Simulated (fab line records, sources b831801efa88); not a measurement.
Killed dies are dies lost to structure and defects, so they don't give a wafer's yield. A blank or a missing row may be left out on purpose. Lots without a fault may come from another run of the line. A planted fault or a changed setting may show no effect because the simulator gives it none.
One fault seen from 2 desks | flow gf180mcu | each desk has only its own numbers; what lay behind them comes last

THE METROLOGY DESK
What the gauges read, lot by lot, whatever tool the lot ran on: means of the sampled wafers that have a number. A lot is out of limits, marked OUT, if its mean lies more than 4 standard deviations from the usual mean; the brackets give that distance.
Columns: A = CONTACT_W_RS at GF_CONTACT_RS_MEAS_25, usual 0.385 ohm/sq; B = CONTACT_W_THK at GF_CONTACT_THK_MEAS_26, usual 312 nm; C = V1_W_RS at GF_V1_RS_MEAS_24, usual 0.330 ohm/sq
lot  | first seen here | A     | B   | C
L675 | day 16 01:08    | 0.385 | 311 | 0.327
L676 | day 17 03:15    | 0.387 | 311 | 0.329
L678 | day 17 11:50    | 0.384 | 311 | 0.330
L677 | day 17 14:44    | 0.388 | 311 | 0.331
L681 | day 18 10:34    | 0.385 | 312 | 0.331
L682 | day 19 00:40    | 0.383 | 314 | 0.330
L687 | day 20 13:16    | 0.384 | 315 | 0.328
L689 | day 21 06:25    | 0.381 | 315 | 0.331
L690 | day 21 15:58    | 0.392 | 303 | 0.332
L691 | day 21 22:48    | 0.386 | 309 | 0.334
L694 | day 23 00:37    | 0.384 | 308 | 0.327
L696 | day 23 18:29    | 0.383 | 316 | 0.330
L697 | day 23 22:26    | 0.389 | 311 | 0.333
L698 | day 24 04:25    | 0.389 | 310 | 0.332
This desk's finding: nothing out of limits on any of the 14 lots.

THE TOOL OWNER'S DESK: litho_track-04
The tool's own readings at GF_HV_LDD_HMDS_13 (prime time 60 s): means of the sampled wafers that have a number, for each lot that ran on this tool. A lot is out of limits, marked OUT, if its mean lies more than 4 standard deviations from the usual mean; the brackets give that distance.
Columns: A = prime_temp_c at GF_HV_LDD_HMDS_13, usual 119.99 C; B = resist_line_temp_C at GF_HV_LDD_HMDS_13, usual 23.00 C
lot  | first seen here | A                | B
L678 | day 11 13:04    | 120.03           | 23.02
L677 | day 11 14:32    | 120.02           | 23.00
L681 | day 12 08:32    | 119.99           | 23.02
L682 | day 12 21:41    | 120.03           | 22.90
L687 | day 14 02:41    | 126.64 (+51) OUT | 23.07
L689 | day 14 16:44    | 126.62 (+51) OUT | 22.95
L696 | day 17 00:47    | 119.99           | 23.07
This desk's finding: out of limits on L687, L689; first on L687, day 14 02:41 (prime_temp_c at GF_HV_LDD_HMDS_13). In limits: L678, L677, L681, L682, L696.

PUT TOGETHER
The tool owner's desk could have raised an alarm at day 14 02:41, on L687, L689.
The metrology desk saw nothing out of limits.
The metrology desk has L687, L689 on record, within its limits.
Of the lots named, all ran GF_HV_LDD_HMDS_13 on litho_track-04.

WHAT THE SIMULATOR HAD PUT IN
Process parameter drift: litho_track-04, from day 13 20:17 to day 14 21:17, at GF_HV_LDD_HMDS_13. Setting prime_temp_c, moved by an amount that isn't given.
Lots struck among those shown: L687, L689.
Hours from the fault's start to each desk's first reading out of limits: the tool owner's desk, 6.
